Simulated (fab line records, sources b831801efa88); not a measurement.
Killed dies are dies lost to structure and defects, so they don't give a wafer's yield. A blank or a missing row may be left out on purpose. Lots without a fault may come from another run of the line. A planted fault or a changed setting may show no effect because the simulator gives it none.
A sampling plan put to the test | flow gf180mcu | one fab line, 8 faults that these records tell of, each judged on the records of the lots that it struck
The plan is the line's own looks: the steps of the route at which a gauge or an inspection reads the wafer and doesn't change it. A look can be judged if struck wafers have a number there and the file gives its usual mean and standard deviation on fault-free wafers. Caught: at a look after the fault's first step, the mean of the struck wafers lies 4 or more of those standard deviations (sigma) from the usual mean. On the tool: the same test on the tool's own readings at the fault's steps. Another recipe on the struck wafers, or a record that is blank for them alone, also counts as caught.

THE FAULTS, as the simulator had put them in
1. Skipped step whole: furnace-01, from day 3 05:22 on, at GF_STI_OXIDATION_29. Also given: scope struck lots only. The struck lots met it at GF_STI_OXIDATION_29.
2. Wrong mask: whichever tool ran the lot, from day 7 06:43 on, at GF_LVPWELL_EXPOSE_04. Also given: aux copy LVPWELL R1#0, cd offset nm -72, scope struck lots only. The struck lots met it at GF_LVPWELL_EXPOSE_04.
3. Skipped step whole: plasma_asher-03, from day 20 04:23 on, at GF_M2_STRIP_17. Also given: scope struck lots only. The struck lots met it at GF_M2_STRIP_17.
4. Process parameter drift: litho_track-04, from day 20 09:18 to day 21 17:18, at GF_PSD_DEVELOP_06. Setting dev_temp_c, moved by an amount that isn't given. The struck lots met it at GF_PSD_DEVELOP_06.
5. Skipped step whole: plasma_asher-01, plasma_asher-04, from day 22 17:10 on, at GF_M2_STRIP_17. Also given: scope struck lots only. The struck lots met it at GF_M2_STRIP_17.
6. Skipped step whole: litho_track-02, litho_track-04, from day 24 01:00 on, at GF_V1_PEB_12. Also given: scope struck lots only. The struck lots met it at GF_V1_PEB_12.
7. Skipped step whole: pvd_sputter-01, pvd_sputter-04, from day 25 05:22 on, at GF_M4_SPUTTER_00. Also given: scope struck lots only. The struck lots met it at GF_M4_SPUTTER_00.
8. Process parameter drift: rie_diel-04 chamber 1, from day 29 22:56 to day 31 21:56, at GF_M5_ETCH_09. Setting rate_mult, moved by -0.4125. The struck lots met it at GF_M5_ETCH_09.

WHAT THE PLAN SAW
fault | on the tool itself                               | first look that catches it                      | reading, sigma | median hours from its first step to that look | hours from the fault's start to the first struck lot there | judged looks passed uncaught
1     | the tool's record is blank for the struck wafers | no look after it can be judged                  | -              | -                                             | -                                                          | 0
2     | under 2 sigma                                    | none of the 2 looks that can be judged after it | -              | -                                             | -                                                          | 2
3     | the tool's record is blank for the struck wafers | not the one look that can be judged after it    | -              | -                                             | -                                                          | 1
4     | developer_temp_C +24 sigma                       | no look after it can be judged                  | -              | -                                             | -                                                          | 0
5     | the tool's record is blank for the struck wafers | no look after it can be judged                  | -              | -                                             | -                                                          | 0
6     | the tool's record is blank for the struck wafers | no look after it can be judged                  | -              | -                                             | -                                                          | 0
7     | the tool's record is blank for the struck wafers | not the one look that can be judged after it    | -              | -                                             | -                                                          | 1
8     | oes_product_au -26 sigma                         | not the one look that can be judged after it    | -              | -                                             | -                                                          | 1
A dash: the fault isn't caught, or these records don't give the number.

Caught at a look: 0 of 8. Caught on the tool: 7 of 8. By one or the other: 7 of 8.
Caught on the tool alone: faults 1, 3, 4, 5, 6, 7, 8.
Caught by neither: fault 2.
